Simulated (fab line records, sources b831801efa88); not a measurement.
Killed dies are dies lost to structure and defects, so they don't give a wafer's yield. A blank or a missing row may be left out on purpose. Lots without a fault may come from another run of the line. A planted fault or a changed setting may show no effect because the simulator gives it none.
A struck lot beside a sound one | flow sky130 | 44 steps out of a route of 708
Sound: wafers L486.2, L486.3, L486.4. Struck: wafers L500.1, L500.3, L500.6. The cause comes at the end.
At each step with rows: each side's tool, then ch and its chambers, then its first start. Under that, the readings that differ: sound wafers | struck wafers | difference of the means | sigmas: that difference in standard deviations of wafers without a fault.
alike: readings whose means differ by less than 2 such deviations, and words and numbers that are the same on both sides. not compared: withheld readings, readings that some wafer has no value for, bounds like >300 that may hide the same value, and numbers for which the record gives no deviation and whose values overlap.
The two part at a step that has a row with sigmas, a row that says differs or no value, or rows on one side only. Numbers that don't overlap but have no deviation are shown without sigmas and don't part them. A reading that every wafer of one side lacks parts them only if that side has two wafers or more.

first, 1 step without rows for these wafers: SKY_SONOS_TUNNEL_DEVELOP_06 (develop time 60 s).
SKY_SONOS_TUNNEL_CD_MEAS_07: target cd 410 nm.
  sound on cd_sem-01, day 11 03:30; struck on cd_sem-02, day 16 08:33
  alike: cd_nm
SKY_SONOS_TUNNEL_OVL_MEAS_08:
  sound on overlay-01, day 11 03:36; struck on overlay-01, day 16 08:40
  alike: SONOS_TUNNEL_OVL
then, 3 steps without rows for these wafers: SKY_SONOS_TUNNEL_IMPLANT_09; SKY_SONOS_TUNNEL_WET_ETCH_10 (etches SiO2 in dHF, target depth 14 nm, time 280 s); SKY_SONOS_TUNNEL_STRIP_11 (strips in SPM, time 600 s).
SKY_SONOS_TUNNEL_TW_MEAS_12:
  sound on film_metro-02, day 11 04:05; struck on film_metro-02, day 16 09:07
  alike: SONOS_TUNNEL_TW
then, 2 steps without rows for these wafers: SKY_SONOS_TUNNEL_CLEAN_13 (cleans in dHF, time 20 s); SKY_SONOS_ONO_OXIDATION_00 (stabilise 600 s, purge 300 s, target thk 2.6 nm).
SKY_SONOS_ONO_THK_MEAS_01:
  sound on film_metro-02, day 11 05:37; struck on film_metro-03, day 16 10:33
  alike: SONOS_ONO_OXIDATION_THK
then, 1 step without rows for these wafers: SKY_SONOS_ONO_CVD_02 (deposits Si3N4 from DCS/NH3, target thk 10.5 nm, time 180 s).
SKY_SONOS_ONO_THK_MEAS_03:
  sound on film_metro-04, day 11 17:07; struck on film_metro-03, day 16 11:40
  reading                   | sound             | struck            | difference | sigmas
  SONOS_ONO_CVD_02_THK (nm) | 10.53 10.58 10.54 | 10.88 11.02 10.94 | +0.40      | +3
SKY_SONOS_ONO_CVD_04: deposits SiO2 from SiH4/N2O, target thk 5.7199 nm.
  sound on lpcvd-03 ch 1, day 11 17:10; struck on lpcvd-03 ch 1, day 16 11:43
  reading                                    | sound             | struck            | difference | sigmas
  model.SiO2_of_SONOS_ONO_CVD_04.thk_nm (nm) | 5.727 5.663 5.588 | 5.154 5.174 5.084 | -0.522     |
  alike: pressure_mtorr
SKY_SONOS_ONO_THK_MEAS_05:
  sound on film_metro-02, day 11 18:26; struck on film_metro-03, day 16 12:58
  reading                   | sound          | struck         | difference | sigmas
  SONOS_ONO_CVD_04_THK (nm) | 5.73 5.67 5.60 | 5.15 5.16 5.11 | -0.53      | -6
then, 7 steps without rows for these wafers: SKY_SONOS_ONO_DEHYDRATE_06 (time 60 s); SKY_SONOS_ONO_HMDS_07 (prime time 60 s); SKY_SONOS_ONO_COAT_08 (resist thk 1140 nm); SKY_SONOS_ONO_SOFTBAKE_09 (time 60 s); SKY_SONOS_ONO_EXPOSE_10 (exposes mask ONOM, target cd 410 nm); SKY_SONOS_ONO_PEB_11; SKY_SONOS_ONO_DEVELOP_12 (develop time 60 s).
SKY_SONOS_ONO_CD_MEAS_13: target cd 410 nm.
  sound on cd_sem-02, day 12 17:55; struck on cd_sem-02, day 17 17:48
  alike: cd_nm
SKY_SONOS_ONO_OVL_MEAS_14:
  sound on overlay-02, day 12 18:02; struck on overlay-02, day 17 17:55
  alike: SONOS_ONO_OVL
SKY_SONOS_ONO_ETCH_15: etches the open film in CHF3/O2, target depth 19.52 nm, time 7.8 s.
  sound on rie_diel-01 ch 1,2,3, day 12 18:04; struck on rie_diel-03 ch 1,3, day 17 17:58
  alike: drypump_motor_current_A, oes_product_au, rf_fwd_power_W, throttle_valve_pct
  not compared: rf_hours_counter_h
then, 1 step without rows for these wafers: SKY_SONOS_ONO_WET_ETCH_16 (etches SiO2 in dHF, target depth 14 nm, time 280 s).
SKY_SONOS_ONO_STRIP_17: strips in O2/N2.
  sound on plasma_asher-01 ch 0,1, day 12 18:11; struck on plasma_asher-01 ch 0,1, day 17 18:04
  alike: drypump_motor_current_A, o2_flow_sccm, oes_product_au, strip_time_to_endpoint_s
  not compared: rf_hours_counter_h
then, 3 steps without rows for these wafers: SKY_SONOS_ONO_WET_ETCH_18 (etches Si3N4 in H3PO4, target depth 15 nm, time 172 s); SKY_GATE_OXIDE_CLEAN_00 (cleans in SC1/SC2, time 150 s); SKY_GATE_OXIDE_OXIDATION_01 (stabilise 600 s, purge 300 s, target thk 10.268 nm).
SKY_GATE_OXIDE_THK_MEAS_02:
  sound on film_metro-03, day 12 19:48; struck on film_metro-01, day 17 19:41
  reading                          | sound             | struck            | difference | sigmas
  GATE_OXIDE_OXIDATION_00_THK (nm) | 10.09 10.09 10.09 | 10.60 10.25 10.51 | +0.36      | +2
then, 7 steps without rows for these wafers: SKY_GATE_OXIDE_DEHYDRATE_03 (time 60 s); SKY_GATE_OXIDE_HMDS_04 (prime time 60 s); SKY_GATE_OXIDE_COAT_05 (resist thk 1140 nm); SKY_GATE_OXIDE_SOFTBAKE_06 (time 60 s); SKY_GATE_OXIDE_EXPOSE_07 (exposes mask LVOM, target cd 600 nm); SKY_GATE_OXIDE_PEB_08; SKY_GATE_OXIDE_DEVELOP_09 (develop time 60 s).
SKY_GATE_OXIDE_OVL_MEAS_10:
  sound on overlay-01, day 13 21:28; struck on overlay-02, day 19 01:24
  alike: GATE_OXIDE_OVL
then, 2 steps without rows for these wafers: SKY_GATE_OXIDE_IMPLANT_11; SKY_GATE_OXIDE_WET_ETCH_12 (etches SiO2 in dHF, target depth 16.8 nm, time 336 s).
SKY_GATE_OXIDE_STRIP_13: strips in O2/N2.
  sound on plasma_asher-03 ch 0,1, day 13 21:46; struck on plasma_asher-04 ch 0,1, day 19 01:41
  alike: drypump_motor_current_A, o2_flow_sccm, oes_product_au, strip_time_to_endpoint_s
  not compared: rf_hours_counter_h
SKY_GATE_OXIDE_TW_MEAS_14:
  sound on film_metro-01, day 13 21:52; struck on film_metro-01, day 19 01:47
  alike: GATE_OXIDE_TW
SKY_GATE_OXIDE_CLEAN_15: cleans in SC1/SC2, time 150 s.
  sound on wet_bench-04 ch 1, day 13 21:55; struck on wet_bench-01 ch 0, day 19 01:51
  reading                                    | sound             | struck            | difference | sigmas
  model.SiO2_of_SONOS_ONO_CVD_04.thk_nm (nm) | 4.225 4.157 4.081 | 3.648 3.664 3.577 | -0.525     |
-- the record jumps here: 30 days lie between the struck wafers' starts before and after (it left off in module GATE_OXIDE and takes up again in module PAD_OPEN, whose first step shown is number 708 of the route) --
SKY_PAD_OPEN_PROBE_99:
  sound on prober-01, day 45 13:52; struck on prober-02, day 49 02:28
  reading                               | sound                   | struck                  | difference | sigmas
  killed_at_contacts                    | 26 45 28                | 20 22 23                | -11        | -2
  model.etest.cap_ono.gate_log10_a_cm2  | -8.012 -7.949 -7.86     | -7.421 -7.542 -7.552    | +0.435     |
  model.etest.cap_ono.gate_bv_v (V)     | 16.35 16.58 16.13       | 16 15.79 15.89          | +0         |
  model.etest.cap_ono.tox_acc_nm (nm)   | 12.95 12.89 12.83       | 12.51 12.63 12.54       | -0.33      |
  model.etest.sonos_programmed.vt_v (V) | 1.467 1.456 1.506       | 1.629 1.571 1.6         | +0.124     |
  model.etest.sonos_baked.vt_v (V)      | 0.9531 0.9324 0.9948    | 1.143 1.07 1.125        | +0.153     |
  model.etest.sonos_erased.vt_v (V)     | -2.262 -2.276 -2.336    | -2.411 -2.392 -2.38     | -0.103     |
  model.etest.sonos_baked.vt_less_v (V) | -0.5141 -0.5234 -0.5116 | -0.4861 -0.5009 -0.4748 | +0.0291    |
  alike: killed_at_M0_to_M3, killed_at_M4_up, killed_at_front_end, killed_at_other, killed_dies, killed_open, killed_short

WHERE THEY PART
First at SKY_SONOS_ONO_THK_MEAS_03; last, within this record, at SKY_PAD_OPEN_PROBE_99.

WHY: what the simulator had put in
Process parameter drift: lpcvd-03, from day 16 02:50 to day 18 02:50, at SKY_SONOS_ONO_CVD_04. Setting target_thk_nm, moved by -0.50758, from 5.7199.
